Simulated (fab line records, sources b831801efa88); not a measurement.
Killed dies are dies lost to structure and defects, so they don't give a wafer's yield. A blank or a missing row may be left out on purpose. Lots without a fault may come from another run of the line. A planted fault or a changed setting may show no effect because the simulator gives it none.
fab line records | flow sky130
record lots=12 wafers=34 last_day=50
route steps=708 shown FIELD_ISO@1 PWDE@52 NWELL@64 PAD_OPEN@708
lots that met no fault: from a run of the same line without faults
start_h: hours from the record's first day to the start of the lot's first wafer shown | wait_h: hours since the lot's step before | " the same as in the row above | L1.1+2: a row that stands for several wafers | - no value, or no start given | * or withheld: withheld | < > ~ a bound
route shown NAME@n: a module of which the file shows steps, and the number in the route of the first | usual: mean/standard deviation of fault-free wafers | same: alike in all rows | chamber/n: place in a boat | sites: the reading at each site | _std_site: their standard deviation | _edge_site: outer sites' mean less inner sites' | radius_mm: how far each site lies from the wafer's centre | mask NAME#n: copy n | behind: the tool/chamber that last shaped the wafer | hold: why the lot was held/for how many hours/how that ended | device: the transistor (n, p or np) that didn't switch | end of line: the same wafers' tests at the end of the route | a step without rows: its recipe alone | killed: dies lost to structure and defects at the first sort, not the wafer's yield | map: a wafer's dies, x killed, . not, _ none there
set.NAME: the setting as run; set.NAME@STEP: as run at that earlier step | model.NAME: the simulator's own value behind a step, which no gauge read
steps of the route over a sample of lots; a table a step, a row a wafer
services: from which hour (start_h, from the record's first day; less than 0 if before it) a tool's chamber was out of use, for how many hours, and why
## steps
# step SKY_FIELD_ISO_BOW_MEAS_00
# recipe mode=bow
# usual INCOMING_BOW=0/6.3
# columns lot.wafer tool chamber start_h wait_h INCOMING_BOW[um]
L528.3 film_metro-04 - 10.04 - -2
L528.4 " - " " 5
L528.6 " - " " 9
L530.3 film_metro-02 - 20.04 - -3
L530.4 " - " " 7
L530.5 " - " " -6
L533.1 film_metro-01 - 35.00 - -3
L533.3 " - " " 2
L533.4 " - " " -3
L537.3 film_metro-02 - 55.04 - -3
L537.5 " - " " -7
L539.4 film_metro-01 - 65.06 - -1
L539.5 " - " " -4
L540.1 film_metro-02 - 70.00 - 3
L540.4 " - " " 4
L540.5 " - " " 2
L543.1 film_metro-02 - 85.00 - 3
L543.3 " - " " 7
L543.6 " - " " 6
L544.1 film_metro-01 - 90.00 - -9
L544.5 " - " " -2
L544.6 " - " " -3
L546.1 film_metro-04 - 100.00 - 6
L546.5 " - " " 7
L546.6 " - " " 0
L548.2 film_metro-04 - 110.02 - -24
L548.4 " - " " -4
L548.6 " - " " 1
L550.1 film_metro-02 - 120.00 - 0
L550.2 " - " " 4
L550.4 " - " " 4
L551.1 film_metro-01 - 125.00 - -4
L551.4 " - " " 0
L551.5 " - " " 15
# step SKY_FIELD_ISO_THK_MEAS_23
# recipe reads=SiO2_of_FIELD_ISO_OXIDATION_22
# usual FIELD_ISO_OXIDATION_01_THK=9.95/0.2
# columns lot.wafer tool chamber start_h wait_h FIELD_ISO_OXIDATION_01_THK[nm]
L528.3 film_metro-01 - 39.31 0.0 9.72
L528.4 " - " " 9.82
L528.6 " - " " 9.78
L530.3 film_metro-04 - 48.40 0.0 9.67
L530.4 " - " " 9.90
L530.5 " - " " 9.71
L533.1 film_metro-02 - 54.34 0.0 9.68
L533.3 " - " " 9.67
L533.4 " - " " 9.71
L537.3 film_metro-01 - 79.73 0.0 9.61
L537.5 " - " " 9.56
L539.4 film_metro-02 - 89.62 0.0 10.28
L539.5 " - " " 10.23
L540.1 film_metro-01 - 92.58 0.0 9.96
L540.4 " - " " 9.91
L540.5 " - " " 9.83
L543.1 film_metro-01 - 111.43 0.0 10.07
L543.3 " - " " 9.83
L543.6 " - " " 9.98
L544.1 film_metro-02 - 113.25 0.0 10.17
L544.5 " - " " 10.32
L544.6 " - " " 10.17
L546.1 film_metro-02 - 123.86 0.0 9.87
L546.5 " - " " 9.85
L546.6 " - " " 9.99
L548.2 film_metro-01 - 135.40 0.0 9.94
L548.4 " - " " 10.02
L548.6 " - " " 9.92
L550.1 film_metro-01 - 144.49 0.0 9.97
L550.2 " - " " 10.02
L550.4 " - " " 9.91
L551.1 film_metro-01 - 149.09 0.0 9.96
L551.4 " - " " 10.13
L551.5 " - " " 10.17
# step SKY_PWDE_OVL_MEAS_07
# usual PWDE_OVL=1.3/1.6
# columns lot.wafer tool chamber start_h wait_h PWDE_OVL[nm]
L528.3 overlay-02 - 78.57 - 3.4
L528.4 " - " " -1.4
L528.6 " - " " -0.3
L530.3 overlay-02 - 86.30 - 2.1
L530.4 " - " " 0.5
L530.5 " - " " 1.3
L533.1 overlay-01 - 92.16 - -2.7
L533.3 " - " " -2.0
L533.4 " - " " -0.7
L537.3 overlay-01 - 119.52 - -1.3
L537.5 " - " " -2.0
L539.4 overlay-01 - 130.91 - 1.9
L539.5 " - " " 2.4
L540.1 overlay-01 - 135.41 - -0.2
L540.4 " - " " -0.9
L540.5 " - " " 0.3
L543.1 overlay-02 - 154.05 - -0.5
L543.3 " - " " 0.8
L543.6 " - " " -2.0
L544.1 overlay-01 - 156.91 - 2.0
L544.5 " - " " 1.2
L544.6 " - " " -0.2
L546.1 overlay-02 - 166.14 - 1.6
L546.5 " - " " 1.4
L546.6 " - " " 1.0
L548.2 overlay-02 - 182.45 - 2.8
L548.4 " - " " 2.4
L548.6 " - " " 3.5
L551.1 overlay-02 - 194.01 - 3.3
L551.4 " - " " 1.8
L551.5 " - " " 3.5
L550.1 overlay-01 - 194.50 - 3.2
L550.2 " - " " 2.6
L550.4 " - " " 1.4
# step SKY_NWELL_IMPLANT_11
# recipe species=P energy_kev=400 dose_cm2=1.9e+13 tilt_deg=withheld
# usual beam_on_s=10.00/0.22 faraday_current_uA=107.1/2.4
# columns lot.wafer tool chamber start_h wait_h beam_on_s faraday_current_uA
L528.3 implanter-04 0 96.63 0.1 10.02 106.3
L528.4 " 0 " " 9.73 109.8
L528.6 " 0 " " 10.03 107.9
L530.3 implanter-02 0 103.98 0.1 10.11 105.7
L530.4 " 0 " " 9.97 107.7
L530.5 " 0 " " 10.25 104.2
L533.1 implanter-02 0 110.53 0.0 10.15 106.2
L533.3 " 0 " " 9.76 109.6
L533.4 " 0 " " 9.53 112.3
L537.3 implanter-02 0 138.13 0.1 8.18 130.7
L537.5 " 0 " " 9.96 107.0
L539.4 implanter-02 0 149.75 0.1 8.30 128.9
L539.5 " 0 " " 9.86 108.4
L540.1 implanter-02 0 155.03 0.0 9.98 107.5
L540.4 " 0 " " 8.39 127.5
L540.5 " 0 " " 10.00 107.3
L543.1 implanter-04 0 173.88 0.0 9.94 107.6
L543.3 " 0 " " 10.26 105.0
L543.6 " 0 " " 10.01 107.9
L544.1 implanter-04 0 176.97 0.0 9.44 113.2
L544.5 " 0 " " 10.42 102.4
L544.6 " 0 " " 10.04 106.9
L546.1 implanter-04 0 187.08 0.0 10.17 104.7
L546.5 " 0 " " 10.20 105.0
L546.6 " 0 " " 10.11 106.0
L548.2 implanter-04 0 204.20 0.0 10.64 100.6
L548.4 " 0 " " 9.79 109.6
L548.6 " 0 " " 10.04 107.1
L551.1 implanter-03 0 216.17 0.0 10.11 105.8
L551.4 " 0 " " 10.40 103.1
L551.5 " 0 " " 10.06 106.7
L550.1 implanter-04 0 216.38 0.0 10.02 106.8
L550.2 " 0 " " 10.16 105.7
L550.4 " 0 " " 10.19 104.5
# step SKY_NWELL_TW_MEAS_15
# usual NWELL_TW=1818/13
# columns lot.wafer tool chamber start_h wait_h hold NWELL_TW
L528.3 film_metro-03 - 97.15 0.1 - 1807
L528.4 " - " " - 1810
L528.6 " - " " - 1815
L530.3 film_metro-02 - 104.50 0.1 - 1790
L530.4 " - " " - 1796
L530.5 " - " " - 1794
L533.1 film_metro-03 - 111.08 0.1 - 1810
L533.3 " - " " - 1806
L533.4 " - " " - 1816
L537.3 film_metro-03 - 138.65 0.1 await_dispo/0.2h/release 1737
L537.5 " - " " await_dispo/0.2h/release 1840
L537.3 film_metro-03 - 138.89 0.2 - 1744
L537.5 " - " " - 1829
L539.4 film_metro-03 - 150.26 0.1 await_dispo/0.2h/release 1724
L539.5 " - " " await_dispo/0.2h/release 1816
L539.4 film_metro-03 - 150.48 0.2 - 1722
L539.5 " - " " - 1818
L540.1 film_metro-02 - 155.58 0.1 await_dispo/0.2h/release 1804
L540.4 " - " " await_dispo/0.2h/release 1707
L540.5 " - " " await_dispo/0.2h/release 1808
L540.1 film_metro-02 - 155.80 0.2 - 1807
L540.4 " - " " - 1721
L540.5 " - " " - 1804
L543.1 film_metro-02 - 174.43 0.1 - 1812
L543.3 " - " " - 1814
L543.6 " - " " - 1818
L544.1 film_metro-03 - 177.52 0.1 - 1838
L544.5 " - " " - 1839
L544.6 " - " " - 1841
L546.1 film_metro-03 - 187.64 0.1 - 1832
L546.5 " - " " - 1838
L546.6 " - " " - 1840
L548.2 film_metro-03 - 204.74 0.1 - 1838
L548.4 " - " " - 1827
L548.6 " - " " - 1826
L551.1 film_metro-02 - 216.72 0.1 - 1821
L551.4 " - " " - 1812
L551.5 " - " " - 1812
L550.1 film_metro-02 - 216.93 0.1 - 1811
L550.2 " - " " - 1810
L550.4 " - " " - 1814
# step SKY_NWELL_RS_MEAS_29
# recipe thk_meas_gauge=four-point-probe
# usual NWELL_RS=624.2/1.6
# columns lot.wafer tool chamber start_h wait_h hold NWELL_RS[ohm/sq]
L528.3 film_metro-02 - 115.18 0.1 - 622.0
L528.4 " - " " - 621.8
L528.6 " - " " - 621.4
L530.3 film_metro-03 - 123.23 0.1 - 628.0
L530.4 " - " " - 625.0
L530.5 " - " " - 626.3
L533.1 film_metro-03 - 129.75 0.1 - 623.8
L533.3 " - " " - 624.1
L533.4 " - " " - 623.3
L537.3 film_metro-02 - 158.23 0.1 await_dispo/0.2h/release 682.3
L537.5 " - " " await_dispo/0.2h/release 621.1
L537.3 film_metro-02 - 158.59 0.3 - 683.3
L537.5 " - " " - 620.4
L539.4 film_metro-03 - 169.65 0.1 await_dispo/0.2h/release 688.0
L539.5 " - " " await_dispo/0.2h/release 626.5
L539.4 film_metro-03 - 170.01 0.3 - 689.2
L539.5 " - " " - 626.4
L540.1 film_metro-02 - 175.83 0.1 await_dispo/0.2h/release 622.2
L540.4 " - " " await_dispo/0.2h/release 684.3
L540.5 " - " " await_dispo/0.2h/release 622.7
L540.1 film_metro-02 - 176.19 0.3 - 622.0
L540.4 " - " " - 683.5
L540.5 " - " " - 623.3
L543.1 film_metro-03 - 196.24 0.1 - 624.1
L543.3 " - " " - 622.4
L543.6 " - " " - 623.6
L544.1 film_metro-02 - 198.79 0.1 - 623.5
L544.5 " - " " - 624.7
L544.6 " - " " - 624.7
L546.1 film_metro-03 - 210.16 0.1 - 623.5
L546.5 " - " " - 623.0
L546.6 " - " " - 622.0
L548.2 film_metro-02 - 227.35 0.1 - 622.8
L548.4 " - " " - 623.0
L548.6 " - " " - 622.3
L551.1 film_metro-02 - 240.44 0.1 - 624.6
L551.4 " - " " - 625.2
L551.5 " - " " - 624.3
L550.1 film_metro-03 - 240.78 0.1 - 626.2
L550.2 " - " " - 625.2
L550.4 " - " " - 623.7
# step SKY_PAD_OPEN_PROBE_99
# usual killed_at_M0_to_M3=43/7.3 killed_at_M4_up=3.1/1.7 killed_at_contacts=25/5.3 killed_at_front_end=15/4.3 killed_at_other=0.2/0.54 killed_dies=87/10 killed_open=48/7.6 killed_short=38/6.1
# same gross_dies=492 killed_at_back_side=0
# columns lot.wafer tool chamber start_h wait_h killed_at_M0_to_M3 killed_at_M4_up killed_at_contacts killed_at_front_end killed_at_other killed_dies killed_open killed_short
L537.3 prober-01 - 1135.65 0.2 47 6 27 19 0 99 61 38
L537.5 prober-01 - 1135.75 0.2 55 4 32 16 0 107 64 43
L539.4 prober-02 - 1143.79 0.2 42 5 21 17 0 85 47 38
L539.5 prober-02 - 1143.84 0.2 30 2 34 13 0 79 43 36
L540.1 prober-02 - 1150.07 0.1 38 3 23 26 0 90 58 32
L540.4 prober-02 - 1150.22 0.2 52 2 26 10 0 90 57 33
L540.5 prober-02 - 1150.27 0.2 41 4 26 18 1 90 47 40
# killed by level:class
L537.3 CONTACT:geometric_particle:open=13 VIA1:geometric_particle:open=12 VIA2:geometric_particle:open=11 VIA3:geometric_particle:open=6 POLY_GATE:geometric_particle:short=5 POLY_GATE:geometric_particle:open=4 VIA3:geometric_particle:short=4 LI_CONTACT:geometric_particle:open=4
L537.5 CONTACT:geometric_particle:open=15 VIA1:geometric_particle:open=13 VIA3:geometric_particle:open=11 VIA2:geometric_particle:open=7 LI_CONTACT:geometric_particle:open=6 VIA1:geometric_particle:short=6 METAL2:geometric_particle:short=5 CONTACT:geometric_particle:short=5
L539.4 VIA2:geometric_particle:open=11 VIA3:geometric_particle:open=9 CONTACT:geometric_particle:open=8 METAL1:geometric_particle:short=7 POLY_GATE:geometric_particle:short=6 LI_CONTACT:geometric_particle:open=5 POLY_GATE:geometric_particle:open=4 LOCAL_INTERCONNECT:geometric_particle:short=4
L539.5 LI_CONTACT:geometric_particle:open=12 CONTACT:geometric_particle:open=10 VIA1:geometric_particle:open=7 FIELD_ISO:geometric_particle:short=5 VIA3:geometric_particle:open=5 CONTACT:geometric_particle:short=5 FIELD_ISO:geometric_particle:open=4 LOCAL_INTERCONNECT:geometric_particle:short=4
L540.1 VIA1:geometric_particle:open=13 LI_CONTACT:geometric_particle:open=10 POLY_GATE:geometric_particle:open=7 FIELD_ISO:geometric_particle:open=6 VIA1:geometric_particle:short=5 CONTACT:geometric_particle:open=5 VIA3:geometric_particle:open=5 FIELD_ISO:geometric_particle:short=4
L540.4 CONTACT:geometric_particle:open=13 VIA1:geometric_particle:open=13 METAL1:geometric_particle:short=8 VIA3:geometric_particle:open=8 VIA2:geometric_particle:open=6 LI_CONTACT:geometric_particle:open=5 POLY_GATE:geometric_particle:open=4 METAL2:geometric_particle:short=4
L540.5 CONTACT:geometric_particle:open=12 METAL1:geometric_particle:short=10 VIA1:geometric_particle:open=10 VIA2:geometric_particle:open=9 CONTACT:geometric_particle:short=6 POLY_GATE:geometric_particle:short=5 FIELD_ISO:geometric_particle:short=3 POLY_GATE:geometric_particle:open=3
## services
# columns tool chamber start_h hours kind
implanter-03 - 73.99 1.3 repair
implanter-03 - 117.25 0.6 repair
implanter-04 - 134.14 0.9 repair
implanter-04 - 136.00 2.3 repair
implanter-04 - 145.90 1.1 repair
implanter-02 - 159.42 58.7 repair
implanter-02 - 180.03 1.9 repair
## key
first_sign step=SKY_NWELL_IMPLANT_11 reading=faraday_current_uA direction=up sigmas=9.2 usual=107.1 struck=129.0
effect step=SKY_NWELL_IMPLANT_11 reading=beam_on_s direction=down sigmas=7.6 usual=10.00 struck=8.29
effect step=SKY_NWELL_TW_MEAS_15 reading=visit direction=added
effect step=SKY_NWELL_TW_MEAS_15 reading=NWELL_TW direction=down sigmas=7.6 usual=1818 struck=1722
effect step=SKY_NWELL_RS_MEAS_29 reading=visit direction=added
effect step=SKY_NWELL_RS_MEAS_29 reading=NWELL_RS direction=up sigmas=38 usual=624.2 struck=684.9
met_at SKY_NWELL_IMPLANT_11
struck_lots L537,L539,L540
struck_wafers L537.3,L539.4,L540.4
tester_left_out L537,L539,L540
not_acting_at SKY_FIELD_ISO_BOW_MEAS_00,SKY_FIELD_ISO_THK_MEAS_23,SKY_PWDE_OVL_MEAS_07
onset_between 110.53 138.13
fault kind=process_parameter_drift tool=implanter-02 chamber=- onset_h=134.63 steps=SKY_NWELL_IMPLANT_11 channel=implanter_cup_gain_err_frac offset=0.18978 shape=step end_h=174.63 scope=struck_wafers_only
# tester_left_out: of these lots the tester's yield and bins aren't shown, on N5 and GAA mostly nor the transistor test; their killed dies are dies lost to structure and defects alone, not to doping, threshold or leakage, so they don't give the yield
